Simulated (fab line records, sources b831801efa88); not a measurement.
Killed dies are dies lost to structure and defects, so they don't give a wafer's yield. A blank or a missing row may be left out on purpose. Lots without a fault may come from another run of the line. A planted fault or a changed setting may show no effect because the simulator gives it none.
Which tool did it? | flow gf180mcu | 6 lots, 18 wafers sampled, at 5 steps of a route of 602

WHAT THE GAUGES READ, wafer by wafer
GF_TOP_METAL_CD_MEAS_14: target cd 440 nm.
lot  | measured     | on        | cd_nm (nm)
L227 | day 28 22:25 | cd_sem-01 | 438.1 440.1 438.4
L229 | day 29 09:39 | cd_sem-01 | 434.7 436.7 435.9
L231 | day 30 10:53 | cd_sem-01 | 439.0 439.8 440.3
L237 | day 31 17:14 | cd_sem-01 | 447.2 447.2 448.0
L244 | day 33 10:32 | cd_sem-02 | 442.5 442.2 442.8
L247 | day 34 05:05 | cd_sem-02 | 435.2 435.0 437.1

WHICH TOOL RAN EACH LOT (tool, then ch and the chambers of the sampled wafers, then the start)
lot  | GF_V3_CVD_23                  | GF_V3_CMP_26                  | GF_M4_SPUTTER_02             | GF_TOP_METAL_EXPOSE_11
L227 | cvd_w-02 ch 0,1, day 23 08:13 | cmp-01 ch 0,1, day 23 08:28   | pvd_sputter-03, day 23 08:54 | iline_stepper-01 ch 0, day 28 13:10
L229 | cvd_w-01 ch 0,1, day 23 23:11 | cmp-01 ch 0,1,2, day 23 23:34 | pvd_sputter-04, day 23 23:54 | iline_stepper-02 ch 0, day 29 00:08
L231 | cvd_w-02 ch 0,1, day 25 01:50 | cmp-01 ch 0,1, day 25 02:11   | pvd_sputter-03, day 25 02:34 | iline_stepper-01 ch 0, day 30 01:44
L237 | cvd_w-02 ch 0,1, day 26 13:34 | cmp-01 ch 1,2,3, day 26 13:58 | pvd_sputter-03, day 26 14:17 | iline_stepper-01 ch 0, day 31 08:02
L244 | cvd_w-01 ch 0,1, day 28 12:55 | cmp-02 ch 0,1, day 28 13:12   | pvd_sputter-03, day 28 13:38 | iline_stepper-02 ch 0, day 33 02:14
L247 | cvd_w-01 ch 0,1, day 29 13:52 | cmp-02 ch 0,1,2, day 29 14:10 | pvd_sputter-02, day 29 14:35 | iline_stepper-02 ch 0, day 33 22:07
- GF_V3_CVD_23: deposits W, target thk 350 nm, time 104.9 s.
- GF_V3_CMP_26: polishes, stops on SiO2, t overpolish 15 s, target thk 0 nm.
- GF_M4_SPUTTER_02: material AlCu, target thk 450 nm, time 23.9 s.
- GF_TOP_METAL_EXPOSE_11: exposes mask MetalTop, target cd 440 nm.

THE ANSWER, worked out from the rows above alone
Rule: what is usual is taken from the lots themselves. Put in order of their means at a reading, lots are off if they are a third of the lots or fewer, leave a main group of 4 or more, and stand apart from it by a gap of 3 or more times the standard deviation of the main group's means; of several such gaps the widest counts. A main group whose means are all the same, to the digits that the tables above print for the reading, isn't used. A lot without any number at a reading at which 4 lots or more have one is off too. The other lots that the step has rows for count as sound.
No lot is off at any reading shown: from this, nothing can be told.

WHAT THE SIMULATOR HAD PUT IN
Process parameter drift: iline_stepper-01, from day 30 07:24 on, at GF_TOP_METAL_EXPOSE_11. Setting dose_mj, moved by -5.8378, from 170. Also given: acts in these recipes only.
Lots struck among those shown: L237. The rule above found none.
